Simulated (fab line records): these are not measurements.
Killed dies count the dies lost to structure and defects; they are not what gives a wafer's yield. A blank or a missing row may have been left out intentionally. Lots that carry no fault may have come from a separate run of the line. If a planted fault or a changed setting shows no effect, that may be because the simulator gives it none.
8D (eight disciplines) problem report, filled in by code :: flow sky130 :: the parts of the form that need people (team, actions taken, sign-off) are left out

== 1. THE ISSUE ==
At SKY_FIELD_ISO_DEVELOP_12, developer_temp_C averages 20.15 C over 6 wafers from 2 lots, while fault-free wafers read 21.01 C, standard deviation 0.098. That is -8.7 standard deviations from the usual mean.
The step: develop time 60 s.
The first sign was on wafer L555.2 at day 6 06:00, on litho_track-03. The record holds 39 wafers of 13 lots with a number at this step. By rule, "out" or "out of limits" means more than 4 standard deviations away from the usual mean. Any other wafer with a number is counted as sound.

== 2. WHAT IT IS, AND WHAT IT ISN'T ==
question: which readings at this step
is: developer_temp_C
is not: -

question: which lots
is: L555, L556
is not: L536, L538, L539, L540, L542, L543, L544, L547, L548, L549, L554

question: which wafers of those lots
is: all that have a number
is not: -

question: read on which tools
is: litho_track-03
is not: litho_track-01, litho_track-04

question: when
is: from day 6 06:00
is not: up to then (33 sound wafers)

== 3. SUSPECTS, AND WHAT RULES EACH OUT ==
Counting: any tool at a process step up to the reading is kept as a suspect provided that every lot that is out went through it and no sound lot did after the first of them.
- litho_track-03 at SKY_FIELD_ISO_DEVELOP_12 (develop time 60 s): kept. Every lot that is out went through it, starting with L555 (day 6 06:00), and after that it ran no sound lot; the last sound lot it ran before then is L548 (day 4 20:00). On those wafers its own readings are out: developer_temp_C.
After counting, what remains is litho_track-03 at SKY_FIELD_ISO_DEVELOP_12.

== 4. THE CAUSE (what the simulator had put in) ==
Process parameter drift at SKY_FIELD_ISO_DEVELOP_12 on litho_track-03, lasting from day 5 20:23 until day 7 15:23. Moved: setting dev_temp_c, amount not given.
The count eliminated every tool but this one.

== 5. THE EFFECT CHAIN, in route order ==
Each row: a reading where the mean over the struck wafers with a number is more than 3 standard deviations away from the usual. Only readings for which the record gives a usual standard deviation are gone through. hours: the time from each lot's start at the first step in this table that gives one to its start at this step, as a median over the lots. sigmas: the change in usual standard deviations.
hours: 0
step: SKY_FIELD_ISO_DEVELOP_12
reading: developer_temp_C
usual: 21.01 C
on struck wafers: 20.15
change: -0.86
sigmas: -8.7
The process steps in it:
- SKY_FIELD_ISO_DEVELOP_12: develop time 60 s.
At these later measuring or inspecting steps, every struck wafer for which the step has a row has a number for every such reading, and none has moved that far: SKY_PWDE_OVL_MEAS_07, SKY_NWELL_OVL_MEAS_10.

== 6. WHAT WOULD HAVE CAUGHT IT SOONER ==
In this record no reading fell out of limits until day 6 06:00, 10 hours after the fault had begun at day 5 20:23.
